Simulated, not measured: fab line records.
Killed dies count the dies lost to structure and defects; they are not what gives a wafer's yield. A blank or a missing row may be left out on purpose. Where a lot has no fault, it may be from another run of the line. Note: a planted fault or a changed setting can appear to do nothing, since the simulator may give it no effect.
Tool commonality check    flow sky130    12 lots, 36 wafers sampled

== WHAT PROMPTED THE OPENING ==
2 of 12 lots carry a flag on the reading LDD_N_TW at SKY_LDD_N_TW_MEAS_17. Fault-free wafers read 2593, with a standard deviation of 11.
Rule: flag the lot when none of its wafers has a number, or when each of its wafers that has one lies beyond 4 standard deviations from that mean. All remaining lots are regarded as sound.

lot   measured      on            LDD_N_TW, wafer by wafer  flag
L325  day 18 07:01  filmMetro-03  2594 2585 2592            
L326  day 18 22:39  filmMetro-03  2576 2592 2587            
L327  day 19 07:28  filmMetro-03  2575 2580 2591            
L329  day 19 19:56  filmMetro-03  2587 2582 2586            
L330  day 20 06:15  filmMetro-01  2608 2592 2582            
L331  day 20 15:00  filmMetro-03  2605 2589 2614            
L332  day 21 04:33  filmMetro-02  2592 2591 2602            
L336  day 22 14:01  filmMetro-03  2666 2652 2665            FLAGGED
L340  day 23 22:05  filmMetro-02  2589 2583 2598            
L341  day 24 00:33  filmMetro-01  2649 2643 2646            FLAGGED
L343  day 25 03:35  filmMetro-01  2590 2595 2595            
L345  day 25 20:01  filmMetro-01  2585 2597 2573            
The numbers of the flagged lots are 2654 on average: +60 against the usual, or +6 standard deviations.

== TOOL THAT RAN EACH LOT ==
2 process steps preceding the reading are held in the record, out of 708 steps in the route. Cell contents, in order: the tool; ch with the chambers the sampled wafers went through; the start.
lot   flag     SKY_LDD_N_IMPLANT_09             SKY_LDD_N_STRIP_16
L325           implanter-02 ch 0, day 18 05:54  plasmaAsher-01 ch 0,1, day 18 06:56
L326           implanter-04 ch 0, day 18 21:30  plasmaAsher-01 ch 0,1, day 18 22:33
L327           implanter-02 ch 0, day 19 06:19  plasmaAsher-01 ch 0, day 19 07:21
L329           implanter-03 ch 0, day 19 18:47  plasmaAsher-02 ch 0,1, day 19 19:50
L330           implanter-04 ch 0, day 20 05:06  plasmaAsher-02 ch 0,1, day 20 06:09
L331           implanter-04 ch 0, day 20 13:51  plasmaAsher-02 ch 1, day 20 14:54
L332           implanter-04 ch 0, day 21 03:24  plasmaAsher-03 ch 0,1, day 21 04:27
L336  FLAGGED  implanter-04 ch 0, day 22 12:54  plasmaAsher-03 ch 0,1, day 22 13:56
L340           implanter-02 ch 0, day 23 20:56  plasmaAsher-01 ch 0,1, day 23 21:59
L341  FLAGGED  implanter-04 ch 0, day 23 23:24  plasmaAsher-03 ch 0,1, day 24 00:27
L343           implanter-03 ch 0, day 25 02:26  plasmaAsher-01 ch 0,1, day 25 03:29
L345           implanter-02 ch 0, day 25 18:54  plasmaAsher-01 ch 0,1, day 25 19:56
What the steps here do:
- SKY_LDD_N_IMPLANT_09
- SKY_LDD_N_STRIP_16: strips in O2/N2.
- SKY_LDD_N_TW_MEAS_17

== FLAGGED AGAINST TOTAL, ONE TOOL AT A TIME (gauges that did the reading follow at the end) ==
step                  tool            lots run  flagged  share of the flagged lots  sound lots run after its first flagged lot
SKY_LDD_N_IMPLANT_09  implanter-02    4         0        none                       -
SKY_LDD_N_IMPLANT_09  implanter-03    2         0        none                       -
SKY_LDD_N_IMPLANT_09  implanter-04    6         2        all                        0
SKY_LDD_N_STRIP_16    plasmaAsher-01  6         0        none                       -
SKY_LDD_N_STRIP_16    plasmaAsher-02  3         0        none                       -
SKY_LDD_N_STRIP_16    plasmaAsher-03  3         2        all                        0
SKY_LDD_N_TW_MEAS_17  filmMetro-01    4         1        some                       2 (L343,L345)
SKY_LDD_N_TW_MEAS_17  filmMetro-02    2         0        none                       -
SKY_LDD_N_TW_MEAS_17  filmMetro-03    6         1        some                       0

== WHAT THE TABLE PERMITS ==
Every flagged lot went through 2 rows of the table: implanter-04 at SKY_LDD_N_IMPLANT_09 and plasmaAsher-03 at SKY_LDD_N_STRIP_16.
- implanter-04 at SKY_LDD_N_IMPLANT_09: 2 of its 6 lots flagged. Last sound lot L332 at day 21 03:24, first flagged lot L336 at day 22 12:54; a fault beginning in between fits. Its own readings lie more than 4 standard deviations out on every wafer of the flagged lots: beamOnS, doseIonsCm2, faradayCurrentUA.
- plasmaAsher-03 at SKY_LDD_N_STRIP_16: 2 of its 3 lots flagged. Last sound lot L332 at day 21 04:27, first flagged lot L336 at day 22 13:56; a fault beginning in between fits. Its own readings lie more than 4 standard deviations out on every wafer of the flagged lots: stripTimeToEndpointS.
These 2 tools cannot be told apart by counting lots, since each of them fits a fault that started at some hour. More lots, or a look at what each step does to the wafer, might.

== WHAT THE SIMULATOR PUT IN ==
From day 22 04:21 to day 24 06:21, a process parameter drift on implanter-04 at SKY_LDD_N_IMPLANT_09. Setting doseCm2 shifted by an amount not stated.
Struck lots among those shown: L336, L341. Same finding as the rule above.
